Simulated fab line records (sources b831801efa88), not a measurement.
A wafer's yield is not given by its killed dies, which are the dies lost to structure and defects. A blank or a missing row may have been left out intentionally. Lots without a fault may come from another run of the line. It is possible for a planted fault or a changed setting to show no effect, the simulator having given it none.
Code-filled problem report in 8D (eight disciplines) form || flow sfqLine || the parts of the form that need people (team, actions taken, sign-off) are left out

## 1. WHAT WENT WRONG
Wafers without a fault read 182.4 W, standard deviation 0.6; rfFwdPowerW at SFQ_TRILAYER_I3_DEP_PECVD_081 reads a mean of 211.2 W on 3 wafers belonging to 3 lots. Measured from the usual mean, that is +48 standard deviations.
The step: deposits SiO2 from SiH4/N2O, time 111.11 s, target thk 500 nm.
Seen first at day 51 06:08 on pecvd-03, wafer L197.1. The record holds 21 wafers of 7 lots with a number at this step. Rule for "out" (also "out of limits"): further than 4 standard deviations from the usual mean. All remaining wafers that have a number are taken as sound.

## 2. WHAT IT IS, WHAT IT ISN'T
{"question": "which readings at this step", "is": "rfFwdPowerW", "is not": "throttleValvePct"}
{"question": "which lots", "is": "L197, L198, L199", "is not": "L191, L193, L207, L210"}
{"question": "which wafers of those lots", "is": "L197.1, L198.1, L199.5", "is not": "L197.2, L197.4, L198.2, L198.6, L199.3, L199.6"}
{"question": "read on which tools", "is": "pecvd-03", "is not": "pecvd-01, pecvd-02"}
{"question": "when", "is": "from day 51 06:08", "is not": "up to then (8 sound wafers); but 10 sound wafers of L198, L199, L207, L210 came after"}

## 3. THE SUSPECTS, EACH WITH WHAT RULES IT OUT
Counting: if a tool at a process step up to the reading ran every lot that is out, it stays a suspect. Sound lots after the first of them don't rule it out here, since some wafers of a struck lot are sound.
- pecvd-03 at SFQ_TRILAYER_I3_DEP_PECVD_081 (deposits SiO2 from SiH4/N2O, time 111.11 s, target thk 500 nm): kept. Every lot that is out went through it, the first being L197 (day 51 06:08); the last sound lot it ran before that was L191 (day 48 16:57). On those wafers its own readings are out: rfFwdPowerW.
- Within pecvd-03 at SFQ_TRILAYER_I3_DEP_PECVD_081: the wafers that are out ran in chamber 2; their sound lot-mates ran in chambers 0, 1.
Left after counting: pecvd-03 at SFQ_TRILAYER_I3_DEP_PECVD_081.

## 4. THE CAUSE (what the simulator had put in)
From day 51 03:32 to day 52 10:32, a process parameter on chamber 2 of pecvd-03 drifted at SFQ_TRILAYER_I3_DEP_PECVD_081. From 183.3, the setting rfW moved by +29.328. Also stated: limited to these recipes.
This tool alone remained once counting was done.

## 5. SEQUENCE OF EFFECTS, ordered by route
Each row: a reading whose mean over the struck wafers that have a number lies more than 3 standard deviations from the usual. Only readings for which the record gives a usual standard deviation are gone through. hours: the time from each lot's start at the first step in this table that gives one to its start at this step, as a median over the lots. sigmas: the change in usual standard deviations.
{"hours": 0, "step": "SFQ_TRILAYER_I3_DEP_PECVD_081", "reading": "rfFwdPowerW", "usual": "182.4 W", "on struck wafers": 211.2, "change": "+28.8", "sigmas": "+48"}
The process steps in it:
- SFQ_TRILAYER_I3_DEP_PECVD_081: deposits SiO2 from SiH4/N2O, time 111.11 s, target thk 500 nm.

## 6. HOW IT WOULD HAVE BEEN CAUGHT EARLIER
The fault began at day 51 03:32; the first out-of-limits reading in this record came at day 51 06:08, 3 hours later.
